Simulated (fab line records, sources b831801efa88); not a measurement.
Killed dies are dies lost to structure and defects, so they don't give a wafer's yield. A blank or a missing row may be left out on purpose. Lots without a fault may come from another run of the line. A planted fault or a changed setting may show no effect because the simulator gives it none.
A struck lot beside a sound one | flow sky130 | 31 steps out of a route of 708
Sound: wafers L341.2, L341.4, L341.6. Struck: wafers L354.2, L354.4, L354.6. The cause comes at the end.
At each step with rows: each side's tool, then ch and its chambers, then its first start. Under that, the readings that differ: sound wafers | struck wafers | difference of the means | sigmas: that difference in standard deviations of wafers without a fault.
alike: readings whose means differ by less than 2 such deviations, and words and numbers that are the same on both sides. not compared: withheld readings, readings that some wafer has no value for, bounds like >300 that may hide the same value, and numbers for which the record gives no deviation and whose values overlap.
The two part at a step that has a row with sigmas, a row that says differs or no value, or rows on one side only. Numbers that don't overlap but have no deviation are shown without sigmas and don't part them. A reading that every wafer of one side lacks parts them only if that side has two wafers or more.

first, 1 step without rows for these wafers: SKY_PWDE_IMPLANT_08.
SKY_PWDE_STRIP_09: strips in O2/N2.
  sound on plasma_asher-03 ch 0,1, day 5 02:09; struck on plasma_asher-03 ch 0, day 8 07:18
  alike: drypump_motor_current_A, oes_product_au, strip_time_to_endpoint_s
  not compared: rf_hours_counter_h
SKY_PWDE_TW_MEAS_10:
  sound on film_metro-03, day 5 02:16; struck on film_metro-04, day 8 07:25
  alike: PWDE_TW
then, 7 steps without rows for these wafers: SKY_NWELL_DEHYDRATE_03 (time 60 s); SKY_NWELL_HMDS_04 (prime time 60 s); SKY_NWELL_COAT_05 (resist thk 3000 nm); SKY_NWELL_SOFTBAKE_06; SKY_NWELL_EXPOSE_07 (exposes mask NWM, target cd 840 nm); SKY_NWELL_PEB_08; SKY_NWELL_DEVELOP_09 (develop time 60 s).
SKY_NWELL_OVL_MEAS_10:
  sound on overlay-02, day 5 18:08; struck on overlay-02, day 9 05:30
  alike: NWELL_00_OVL
then, 1 step without rows for these wafers: SKY_NWELL_IMPLANT_11.
SKY_NWELL_IMPLANT_12:
  sound on implanter-03 ch 0, day 5 18:20; struck on implanter-03 ch 0, day 9 05:43
  reading            | sound                         | struck                           | difference  | sigmas
  dose_ions_cm2      | 1.3e+12 1.3019e+12 1.3019e+12 | 2.1933e+12 2.1938e+12 2.1937e+12 | +8.9233e+11 | +99 or more
  faraday_current_uA | 7.52 7.32 7.55                | 11.89 12.07 11.71                | +4.43       | +30
then, 1 step without rows for these wafers: SKY_NWELL_IMPLANT_13.
SKY_NWELL_STRIP_14: strips in O2/N2.
  sound on plasma_asher-01 ch 0,1, day 5 18:37; struck on plasma_asher-04 ch 1, day 9 05:59
  alike: drypump_motor_current_A, oes_product_au, strip_time_to_endpoint_s
  not compared: rf_hours_counter_h
SKY_NWELL_TW_MEAS_15:
  sound on film_metro-03, day 5 18:44; struck on film_metro-04, day 9 06:05
  reading  | sound          | struck         | difference | sigmas
  NWELL_TW | 1817 1811 1818 | 1863 1854 1857 | +43        | +3
then, 7 steps without rows for these wafers: SKY_NWELL_DEHYDRATE_16 (time 60 s); SKY_NWELL_HMDS_17 (prime time 60 s); SKY_NWELL_COAT_18 (resist thk 3000 nm); SKY_NWELL_SOFTBAKE_19; SKY_NWELL_EXPOSE_20 (exposes mask NWM COMPLEMENT, target cd 840 nm); SKY_NWELL_PEB_21; SKY_NWELL_DEVELOP_22 (develop time 60 s).
SKY_NWELL_OVL_MEAS_23:
  sound on overlay-02, day 6 13:29; struck on overlay-01, day 10 05:00
  alike: NWELL_01_OVL
then, 1 step without rows for these wafers: SKY_NWELL_IMPLANT_24.
SKY_NWELL_STRIP_25: strips in O2/N2.
  sound on plasma_asher-04 ch 0,1, day 6 13:40; struck on plasma_asher-04 ch 0,1, day 10 05:14
  alike: drypump_motor_current_A, oes_product_au, strip_time_to_endpoint_s
  not compared: rf_hours_counter_h
SKY_NWELL_TW_MEAS_26:
  sound on film_metro-04, day 6 13:47; struck on film_metro-04, day 10 05:20
  alike: NWELL_2_TW
then, 1 step without rows for these wafers: SKY_NWELL_CLEAN_27 (cleans in SC1/SC2, time 150 s).
SKY_NWELL_RTA_28: time 30 s.
  sound on rtp_anneal-02 ch 0, day 6 13:54; struck on rtp_anneal-01 ch 0, day 10 05:28
  alike: lamp_power_pct, wafer_temp_C_max
SKY_NWELL_RS_MEAS_29: measures by four-point-probe.
  sound on film_metro-03, day 6 14:00; struck on film_metro-03, day 10 05:56
  reading           | sound             | struck            | difference | sigmas
  NWELL_RS (ohm/sq) | 625.8 625.2 625.3 | 601.9 602.6 602.5 | -23.1      | -16
  not compared: hold
-- the record jumps here: 40 days lie between the struck wafers' starts before and after (it left off in module NWELL and takes up again in module PAD_OPEN, whose first step shown is number 708 of the route) --
SKY_PAD_OPEN_PROBE_99:
  sound on prober-01, day 47 09:45; struck on prober-02, day 50 10:06
  reading                                | sound                         | struck                        | difference | sigmas
  model.etest.pfet_16v.r_on_ohm_um       | 1.514e+04 1.536e+04 1.522e+04 | 1.629e+04 1.573e+04 1.585e+04 | +7.167e+02 |
  model.etest.pfet_g5v0d10v5.r_on_ohm_um | 4634 4644 4626                | 5066 5045 5128                | +445       |
  model.etest.nfet_16v.r_on_ohm_um       | 1.392e+04 1.401e+04 1.39e+04  | 1.376e+04 1.37e+04 1.365e+04  | -2.400e+02 |
  model.etest.tip_p.rs_ohm_sq            | 6874 6855 6907                | 7109 7072 7097                | +214       |
  model.etest.tip_p_5v.rs_ohm_sq         | 2854 2862 2867                | 3026 3024 3022                | +163       |
  model.etest.pfet_01v8.r_on_ohm_um      | 2944 2877 2924                | 3046 3011 3039                | +117       |
  model.etest.pfet_g5v0d10v5.drive_ua_um | 348.8 349.6 349.1             | 316.4 316 309.4               | -35.2      |
  model.etest.pfet_01v8_lvt.drive_ua_um  | 174.4 177.3 173.4             | 149.7 153.1 149.7             | -24.2      |
  alike: killed_at_M0_to_M3, killed_at_M4_up, killed_at_contacts, killed_at_front_end, killed_at_other, killed_dies, killed_open, killed_short

WHERE THEY PART
First at SKY_NWELL_IMPLANT_12; last, within this record, at SKY_NWELL_RS_MEAS_29. Later steps at which nothing parts them and some readings are alike: SKY_PAD_OPEN_PROBE_99.

WHY: what the simulator had put in
Process parameter drift: implanter-03, from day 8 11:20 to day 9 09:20, at SKY_NWELL_IMPLANT_12. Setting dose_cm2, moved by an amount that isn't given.
